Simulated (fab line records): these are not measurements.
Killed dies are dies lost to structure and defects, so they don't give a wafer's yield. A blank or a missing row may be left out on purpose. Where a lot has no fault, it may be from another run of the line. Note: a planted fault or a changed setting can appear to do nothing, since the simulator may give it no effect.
fab line records	flow gf180mcu
[record] lots = 12	wafers = 36	last-day = 34
route steps=602 shown PSD@257 SALICIDE@286 CONTACT@304 M1@330
lots that met no fault: from a run of the same line without faults
start-h: the number of hours between the record's first day and the start of the first shown wafer of the lot	wait-h: hours from the lot's prior step to this one	" identical to the entry in the row above	L1.1+2: one row covering several wafers at once	- no value, or no start given	* or withheld: withheld	< > ~ a bound
route shown NAME@n: NAME is a module with steps in the file, n the number in the route of the first one	usual: mean/standard deviation taken from wafers without a fault	same: alike in all rows	chamber/n: place in a boat	sites: per-site readings	_std_site: the standard deviation of these	_edge_site: inner sites' mean taken away from outer sites' mean	radius-mm: for every site, how far away it sits from the centre of the wafer	mask NAME#n: copy n	behind: tool/chamber where the wafer was last shaped	hold: reason for holding the lot/hours on hold/outcome of the hold	device: names the non-switching transistor (n, p or np)	end of line: at the end of the route, the tests of the same wafers	a step without rows: its recipe alone	killed: not the wafer's yield, but the dies lost to structure and defects at the first sort	map: dies across one wafer; x = killed, . = not, _ = none there
set.NAME: the run value of the setting; set.NAME@STEP: its run value at that earlier step	model.NAME: the simulator's own value behind a step, which no gauge read
one table for each step of the route and one row for each wafer, over a sample of lots
services: a tool's chamber out of use, with start hour (start-h, from the record's first day; less than 0 if before it), hours out, and reason
[[steps]]
[step GF_PSD_IMPLANT_09]
[recipe] species = BF2	energy-kev = 40	dose-cm2 = 1.5e+15	tilt-deg = 7
[usual] beam-energy-keV = 40.000/0.013
lot.wafer	tool	chamber	start-h	wait-h	beam-energy-keV
L335.2	implanter-01	0	318.29	0.0	39.994
L335.3	"	0	"	"	40.000
L335.5	"	0	"	"	39.998
L339.2	implanter-01	0	355.21	0.0	40.005
L339.3	"	0	"	"	40.007
L339.6	"	0	"	"	40.000
L340.2	implanter-03	0	358.26	0.0	40.002
L340.3	"	0	"	"	40.002
L340.6	"	0	"	"	40.008
L341.3	implanter-01	0	373.67	0.1	40.008
L341.5	"	0	"	"	40.030
L341.6	"	0	"	"	40.008
L342.1	implanter-01	0	382.92	0.0	40.006
L342.3	"	0	"	"	39.997
L342.5	"	0	"	"	40.011
L344.2	implanter-03	0	404.31	0.0	39.975
L344.4	"	0	"	"	39.985
L344.5	"	0	"	"	40.003
L346.2	implanter-01	0	428.13	0.0	39.981
L346.3	"	0	"	"	39.996
L346.5	"	0	"	"	39.995
L351.2	implanter-03	0	461.81	0.0	40.016
L351.3	"	0	"	"	39.992
L351.4	"	0	"	"	40.005
L354.1	implanter-01	0	486.54	0.0	40.840
L354.3	"	0	"	"	40.835
L354.6	"	0	"	"	40.826
L355.2	implanter-01	0	495.11	0.0	40.829
L355.5	"	0	"	"	40.839
L355.6	"	0	"	"	40.826
L356.2	implanter-04	0	501.94	0.0	40.035
L356.4	"	0	"	"	39.999
L356.6	"	0	"	"	40.028
L357.3	implanter-03	0	514.49	0.1	39.993
L357.4	"	0	"	"	39.992
L357.5	"	0	"	"	39.988
[step GF_PSD_STRIP_10]
[recipe] chemistry = O2/N2	power-w = 1400	pressure-mtorr = 1500	platen-temp-c = 250	o2-flow-sccm = 3000	n2-flow-sccm = 300	overash-fraction = 0.5
[usual] drypump-motor-current-A = 5.7/0.46	heater-power-w = 318/29	oes-product-au = 0.592/0.0043	strip-time-to-endpoint-s = 16.53/0.035
lot.wafer	tool	chamber	start-h	wait-h	drypump-motor-current-A	heater-power-w	oes-product-au	rf-hours-counter-h	strip-time-to-endpoint-s
L335.2	plasma-asher-01	0	318.42	0.1	6.1	299	0.592	63	16.53
L335.3	"	0	"	"	6.2	308	0.595	-	16.49
L335.5	"	1	"	"	5.2	339	0.594	-	16.49
L339.2	plasma-asher-04	0	355.34	0.1	5.2	273	0.573	60	16.48
L339.3	"	0	"	"	5.2	279	0.586	-	16.48
L339.6	"	1	"	"	5.8	326	0.595	-	16.54
L340.2	plasma-asher-02	1	358.39	0.1	5.5	286	0.593	23	16.51
L340.3	"	0	"	"	6.3	376	0.594	-	16.55
L340.6	"	0	"	"	6.3	367	0.592	-	16.55
L341.3	plasma-asher-02	1	373.80	0.1	5.4	291	0.593	-	16.59
L341.5	"	0	"	"	6.3	363	0.585	-	16.58
L341.6	"	1	"	"	5.4	290	0.584	-	16.56
L342.1	plasma-asher-02	1	383.07	0.1	5.4	295	0.589	25	16.58
L342.3	"	0	"	"	6.3	358	0.594	-	16.54
L342.5	"	1	"	"	5.4	287	0.590	-	16.56
L344.2	plasma-asher-01	1	404.44	0.1	5.2	346	0.593	71	16.52
L344.4	"	0	"	"	6.1	306	0.588	-	16.47
L344.5	"	0	"	"	6.1	307	0.596	-	16.53
L346.2	plasma-asher-04	0	428.26	0.1	5.2	272	0.595	68	16.54
L346.3	"	1	"	"	5.8	309	0.590	-	16.54
L346.5	"	0	"	"	5.2	273	0.595	-	16.48
L351.2	plasma-asher-02	1	461.94	0.1	5.4	287	0.588	33	16.55
L351.3	"	1	"	"	5.4	288	0.594	-	16.57
L351.4	"	0	"	"	6.4	370	0.595	-	16.57
L354.1	plasma-asher-02	0	486.69	0.1	6.3	367	0.586	36	16.61
L354.3	"	0	"	"	6.3	359	0.587	-	16.67
L354.6	"	1	"	"	5.4	292	0.591	-	16.68
L355.2	plasma-asher-04	0	495.24	0.1	5.2	279	0.585	76	16.64
L355.5	"	1	"	"	5.8	321	0.588	-	16.64
L355.6	"	0	"	"	5.2	281	0.588	-	16.64
L356.2	plasma-asher-01	1	502.07	0.1	5.2	337	0.595	82	16.60
L356.4	"	1	"	"	5.2	337	0.591	-	16.57
L356.6	"	0	"	"	6.1	305	0.580	-	16.56
L357.3	plasma-asher-04	1	514.62	0.1	5.8	314	0.588	-	16.48
L357.4	"	0	"	"	5.2	276	0.588	-	16.54
L357.5	"	1	"	"	5.8	308	0.595	-	16.48
[step GF_PSD_RS_MEAS_15]
[recipe] thk-meas-gauge = four-point-probe
[usual] PSD_RS = 108.49/0.3
lot.wafer	tool	chamber	start-h	wait-h	PSD_RS[ohm/sq]
L335.2	film-metro-01	-	318.85	0.1	109.39
L335.3	"	-	"	"	108.98
L335.5	"	-	"	"	108.85
L339.2	film-metro-03	-	355.78	0.1	108.80
L339.3	"	-	"	"	108.26
L339.6	"	-	"	"	108.29
L340.2	film-metro-04	-	358.82	0.1	108.17
L340.3	"	-	"	"	107.86
L340.6	"	-	"	"	108.30
L341.3	film-metro-03	-	374.23	0.1	108.56
L341.5	"	-	"	"	108.72
L341.6	"	-	"	"	108.44
L342.1	film-metro-03	-	383.48	0.1	108.51
L342.3	"	-	"	"	108.80
L342.5	"	-	"	"	108.60
L344.2	film-metro-03	-	404.87	0.1	108.71
L344.4	"	-	"	"	108.45
L344.5	"	-	"	"	108.50
L346.2	film-metro-03	-	428.69	0.1	108.76
L346.3	"	-	"	"	108.48
L346.5	"	-	"	"	108.80
L351.2	film-metro-01	-	462.37	0.1	108.40
L351.3	"	-	"	"	108.48
L351.4	"	-	"	"	108.08
L354.1	film-metro-04	-	487.10	0.1	107.95
L354.3	"	-	"	"	107.86
L354.6	"	-	"	"	107.44
L355.2	film-metro-04	-	495.67	0.1	107.29
L355.5	"	-	"	"	107.20
L355.6	"	-	"	"	107.42
L356.2	film-metro-01	-	502.50	0.1	108.25
L356.4	"	-	"	"	108.10
L356.6	"	-	"	"	108.15
L357.3	film-metro-01	-	515.04	0.1	108.21
L357.4	"	-	"	"	108.15
L357.5	"	-	"	"	108.20
[step GF_SALICIDE_RTA_08]
[recipe] temp-c = 800	time-s = 30	ambient = N2
[usual] chamber-o2-ppm = 1.995/0.019	lamp-power-pct = 15.4/0.39	wafer_temp_C_max = 804.5/1.2
lot.wafer	tool	chamber	start-h	wait-h	chamber-o2-ppm	lamp-power-pct	wafer_temp_C_max
L335.2	rtp-anneal-02	0	341.35	0.0	2.003	16.0	802.7
L335.3	"	0	"	"	1.982	16.0	803.2
L335.5	"	0	"	"	2.019	16.1	803.1
L339.2	rtp-anneal-02	0	379.53	0.0	2.019	16.0	802.5
L339.3	"	0	"	"	1.997	16.0	802.3
L339.6	"	0	"	"	1.991	16.0	802.4
L340.2	rtp-anneal-01	0	382.17	0.0	1.979	15.2	802.6
L340.3	"	0	"	"	1.973	15.2	804.5
L340.6	"	0	"	"	2.020	15.2	804.0
L341.3	rtp-anneal-01	0	398.14	0.0	2.006	15.2	803.8
L341.5	"	0	"	"	1.984	15.2	805.8
L341.6	"	0	"	"	1.985	15.2	805.4
L342.1	rtp-anneal-01	0	408.36	0.0	1.978	15.2	807.8
L342.3	"	0	"	"	2.009	15.2	805.0
L342.5	"	0	"	"	2.004	15.2	804.5
L344.2	rtp-anneal-02	0	429.81	0.0	1.998	16.1	803.1
L344.4	"	0	"	"	1.989	16.0	805.2
L344.5	"	0	"	"	1.964	16.0	803.2
L346.2	rtp-anneal-02	0	454.52	0.0	1.988	16.0	803.2
L346.3	"	0	"	"	1.991	16.0	804.4
L346.5	"	0	"	"	1.986	16.1	802.8
L351.2	rtp-anneal-01	0	487.10	0.0	1.968	15.1	805.1
L351.3	"	0	"	"	1.962	15.2	804.1
L351.4	"	0	"	"	1.966	15.2	804.5
L354.1	rtp-anneal-01	0	511.33	0.0	2.013	15.2	807.7
L354.3	"	0	"	"	1.994	15.2	805.6
L354.6	"	0	"	"	2.003	15.2	805.2
L355.2	rtp-anneal-01	0	520.16	0.0	2.018	15.2	805.3
L355.5	"	0	"	"	1.995	15.2	805.8
L355.6	"	0	"	"	2.018	15.2	803.5
L356.2	rtp-anneal-01	0	526.99	0.0	1.978	15.1	804.2
L356.4	"	0	"	"	2.001	15.2	803.6
L356.6	"	0	"	"	2.003	15.2	804.1
L357.3	rtp-anneal-01	0	539.26	0.0	2.003	15.2	806.7
L357.4	"	0	"	"	1.991	15.2	805.7
L357.5	"	0	"	"	1.996	15.2	805.0
[step GF_CONTACT_ETCH_17]
[recipe] chemistry = C4F8/O2/Ar	mask-material = KrF	target = SiO2	stop-on = CoSi2	source-w = 1500	bias-w = 1200	pressure-mtorr = 40	c4f8-flow-sccm = withheld	O2_flow_sccm = 6	Ar_flow_sccm = 300	time-s = withheld	target-depth-a = 8600
[usual] oes-product-au = 0.816/0.0049
lot.wafer	tool	chamber	start-h	wait-h	oes-product-au
L335.2	rie-diel-02	3	-	-	0.827
L335.3	"	2	"	"	0.813
L335.5	"	2	"	"	0.809
L339.2	rie-diel-02	1	-	-	0.812
L339.3	"	3	"	"	0.813
L339.6	"	3	"	"	0.813
L340.2	rie-diel-04	2	-	-	0.812
L340.3	"	0	"	"	0.813
L340.6	"	0	"	"	0.815
L341.3	rie-diel-01	1	-	-	0.812
L341.5	"	0	"	"	0.809
L341.6	"	1	"	"	0.812
L342.1	rie-diel-01	1	-	-	0.817
L342.3	"	3	"	"	0.813
L342.5	"	1	"	"	0.813
L344.2	rie-diel-04	0	-	-	0.821
L344.4	"	3	"	"	0.807
L344.5	"	0	"	"	0.814
L346.2	rie-diel-04	2	-	-	0.823
L346.3	"	3	"	"	0.815
L346.5	"	3	"	"	0.822
L351.2	rie-diel-01	1	-	-	0.819
L351.3	"	0	"	"	0.825
L351.4	"	2	"	"	0.810
L354.1	rie-diel-04	0	-	-	0.821
L354.3	"	3	"	"	0.823
L354.6	"	2	"	"	0.812
L355.2	rie-diel-01	3	-	-	0.808
L355.5	"	2	"	"	0.814
L355.6	"	3	"	"	0.825
L356.2	rie-diel-04	1	-	-	0.818
L356.4	"	3	"	"	0.810
L356.6	"	3	"	"	0.812
L357.3	rie-diel-04	0	-	-	0.818
L357.4	"	3	"	"	0.817
L357.5	"	1	"	"	0.815
[step GF_M1_OVL_MEAS_15]
[usual] M1_OVL = -1/4.5
lot.wafer	tool	chamber	start-h	wait-h	M1_OVL[nm]
L335.2	overlay-02	-	389.28	0.1	1
L335.3	"	-	"	"	5
L335.5	"	-	"	"	5
L339.2	overlay-02	-	429.38	0.1	0
L339.3	"	-	"	"	-2
L339.6	"	-	"	"	1
L340.2	overlay-01	-	431.57	0.1	0
L340.3	"	-	"	"	1
L340.6	"	-	"	"	2
L341.3	overlay-02	-	448.29	0.1	0
L341.5	"	-	"	"	-4
L341.6	"	-	"	"	-2
L342.1	overlay-01	-	459.22	0.1	-10
L342.3	"	-	"	"	-5
L342.5	"	-	"	"	-5
L344.2	overlay-01	-	481.47	0.1	-3
L344.4	"	-	"	"	-8
L344.5	"	-	"	"	4
L346.2	overlay-02	-	504.57	0.1	-8
L346.3	"	-	"	"	-14
L346.5	"	-	"	"	-5
L351.2	overlay-01	-	536.19	0.1	-5
L351.3	"	-	"	"	4
L351.4	"	-	"	"	2
L354.1	overlay-02	-	560.03	0.1	-5
L354.3	"	-	"	"	-8
L354.6	"	-	"	"	2
L355.2	overlay-01	-	567.08	0.1	-3
L355.5	"	-	"	"	-8
L355.6	"	-	"	"	0
L356.2	overlay-02	-	575.97	2.4	7
L356.4	"	-	"	"	4
L356.6	"	-	"	"	3
L357.3	overlay-01	-	583.04	0.1	0
L357.4	"	-	"	"	7
L357.5	"	-	"	"	1
[[services]]
tool	chamber	start-h	hours	kind
rie-diel-04	2	321.84	8.7	repair
implanter-01	-	323.31	1.0	repair
implanter-01	-	326.32	5.1	pm
rie-diel-04	-	365.11	1.6	repair
rie-diel-04	1	373.38	4.6	repair
rie-diel-01	3	382.64	4.6	repair
rie-diel-04	-	390.53	1.2	repair
rie-diel-02	1	394.55	5.9	repair
plasma-asher-02	-	394.79	2.1	repair
implanter-04	-	405.97	1.6	repair
implanter-01	-	409.00	6.2	pm
implanter-01	-	417.39	1.3	repair
rie-diel-02	2	430.86	3.1	repair
rie-diel-04	-	436.03	0.4	repair
rie-diel-02	0	439.01	8.5	repair
rie-diel-04	2	446.85	2.6	repair
rie-diel-02	0	477.50	4.6	repair
rie-diel-04	1	484.93	4.5	repair
rie-diel-02	-	489.05	0.3	repair
implanter-01	-	525.06	2.0	repair
rie-diel-04	2	526.89	5.0	repair
implanter-01	-	545.57	1.2	repair
implanter-01	-	553.76	2.0	repair
implanter-03	-	557.23	3.3	repair
[[key]]
[first-sign] step = GF_PSD_IMPLANT_09	reading = beam-energy-keV	direction = up	sigmas = 65	usual = 40.000	struck = 40.833
[effect] step = GF_PSD_STRIP_10	reading = strip-time-to-endpoint-s	direction = up	sigmas = 3.3	usual = *	struck = *
[effect] step = GF_PSD_RS_MEAS_15	reading = PSD_RS	direction = down	sigmas = 3.3	usual = 108.49	struck = 107.53
met-at GF_PSD_IMPLANT_09
struck-lots L354,L355
tester-left-out L354,L355
not-acting-at GF_SALICIDE_RTA_08,GF_CONTACT_ETCH_17,GF_M1_OVL_MEAS_15
onset-between 428.13 486.54
[fault] kind = process-parameter-drift	tool = implanter-01	chamber = -	onset-h = 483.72	steps = GF_PSD_IMPLANT_09	channel = energy-kev	offset = 0.82969	shape = step	end-h = 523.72	acts-in = these-recipes-only	stated = 40
// tester-left-out: of these lots the tester's yield and bins aren't shown, on N5 and GAA mostly nor the transistor test; their killed dies are dies lost to structure and defects alone, not to doping, threshold or leakage, so they don't give the yield
